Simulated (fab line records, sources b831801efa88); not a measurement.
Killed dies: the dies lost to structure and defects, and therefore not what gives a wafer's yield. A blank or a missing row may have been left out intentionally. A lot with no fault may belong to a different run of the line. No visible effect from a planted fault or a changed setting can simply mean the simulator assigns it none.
Check for tools in common + flow gf180mcu + 36 wafers sampled across 12 lots

REASON IT WAS OPENED
On 1 of the 12 lots, a flag is raised at GF_V1_CD_MEAS_14 on the reading cdNm. No-fault wafers: 259.8 nm, standard deviation 1.2.
Rule: a lot gets a flag if all its wafers with a number sit over 4 standard deviations from that mean, or if no wafer of it has a number. As for the other lots, they are considered sound.

| lot  | measured     | on       | cdNm (nm), wafer by wafer | flag    |
|------|--------------|----------|---------------------------|---------|
| L512 | day 18 01:53 | cdSem-02 | 259.8 259.0 260.7         |         |
| L513 | day 18 09:13 | cdSem-02 | 260.0 259.6 259.1         |         |
| L514 | day 18 22:01 | cdSem-01 | 260.2 259.8 260.8         |         |
| L515 | day 19 04:43 | cdSem-01 | 260.0 260.2 260.2         |         |
| L517 | day 20 03:53 | cdSem-01 | 257.4 258.7 258.3         |         |
| L518 | day 20 08:43 | cdSem-01 | 258.5 260.5 260.2         |         |
| L522 | day 21 23:49 | cdSem-02 | 261.9 260.0 260.5         |         |
| L523 | day 22 09:23 | cdSem-01 | 260.7 261.9 260.5         |         |
| L527 | day 23 12:21 | cdSem-02 | 265.0 265.9 266.2         | FLAGGED |
| L531 | day 24 20:42 | cdSem-02 | 259.1 258.6 258.8         |         |
| L535 | day 25 23:53 | cdSem-02 | 260.5 261.5 259.3         |         |
| L534 | day 26 03:35 | cdSem-01 | 259.7 259.6 259.8         |         |
On average the flagged lots' numbers are 265.7 nm, which is +5.9 nm against the usual, or +5 standard deviations.

LOT BY LOT: THE TOOL USED
The record holds 1 process step before the reading, out of a route of 602 steps. Each cell gives the tool, then ch followed by the chambers the sampled wafers passed through, then the start.
| lot  | flag    | GF_V1_CVD_02                    |
|------|---------|---------------------------------|
| L512 |         | pecvd-04 ch 0,1, day 17 01:34   |
| L513 |         | pecvd-01 ch 0,1,2, day 17 09:12 |
| L514 |         | pecvd-02 ch 0,1,2, day 17 22:05 |
| L515 |         | pecvd-04 ch 0,1,2, day 18 04:30 |
| L517 |         | pecvd-02 ch 0,2, day 19 02:43   |
| L518 |         | pecvd-02 ch 0,1, day 19 07:53   |
| L522 |         | pecvd-01 ch 0,2, day 21 00:13   |
| L523 |         | pecvd-01 ch 0,1, day 21 08:54   |
| L527 | FLAGGED | pecvd-02 ch 1,2, day 22 13:13   |
| L531 |         | pecvd-04 ch 0,2, day 23 22:55   |
| L535 |         | pecvd-01 ch 0,2, day 25 02:19   |
| L534 |         | pecvd-01 ch 1,2, day 25 06:06   |
What the steps here do:
- GF_V1_CVD_02: deposits SiO2 from TEOS, target thk 850 nm, time 94.851 s.
- GF_V1_CD_MEAS_14: target cd 260 nm.

FLAGGED OVER TOTAL, TOOL BY TOOL (the gauges that took the reading come last)
| step             | tool     | lots run | flagged | share of the flagged lots | sound lots run after its first flagged lot |
|------------------|----------|----------|---------|---------------------------|--------------------------------------------|
| GF_V1_CVD_02     | pecvd-01 | 5        | 0       | none                      | -                                          |
| GF_V1_CVD_02     | pecvd-02 | 4        | 1       | all                       | 0                                          |
| GF_V1_CVD_02     | pecvd-04 | 3        | 0       | none                      | -                                          |
| GF_V1_CD_MEAS_14 | cdSem-01 | 6        | 0       | none                      | -                                          |
| GF_V1_CD_MEAS_14 | cdSem-02 | 6        | 1       | all                       | 2 (L531,L535)                              |

WHAT THE TABLE PERMITS
2 rows of the table ran every flagged lot: pecvd-02 at GF_V1_CVD_02, cdSem-02 at GF_V1_CD_MEAS_14.
- pecvd-02 at GF_V1_CVD_02 ran 4 lots, 1 of them flagged. A fault beginning between L518 (day 19 07:53), its last sound lot, and L527 (day 22 13:13), its first flagged one, fits the data.
- cdSem-02 at GF_V1_CD_MEAS_14 ran 6 lots, 1 of them flagged. Sound lots ran on it after the first flagged one (L531, L535), which a lasting fault on the whole tool wouldn't allow.
Just one tool remains: pecvd-02 at GF_V1_CVD_02.

WHAT THE SIMULATOR HAD INSERTED
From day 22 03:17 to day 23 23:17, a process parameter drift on pecvd-02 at GF_V1_CVD_02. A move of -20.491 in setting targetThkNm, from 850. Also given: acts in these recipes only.
Lots struck among those shown: L527. This agrees with what the rule above found.
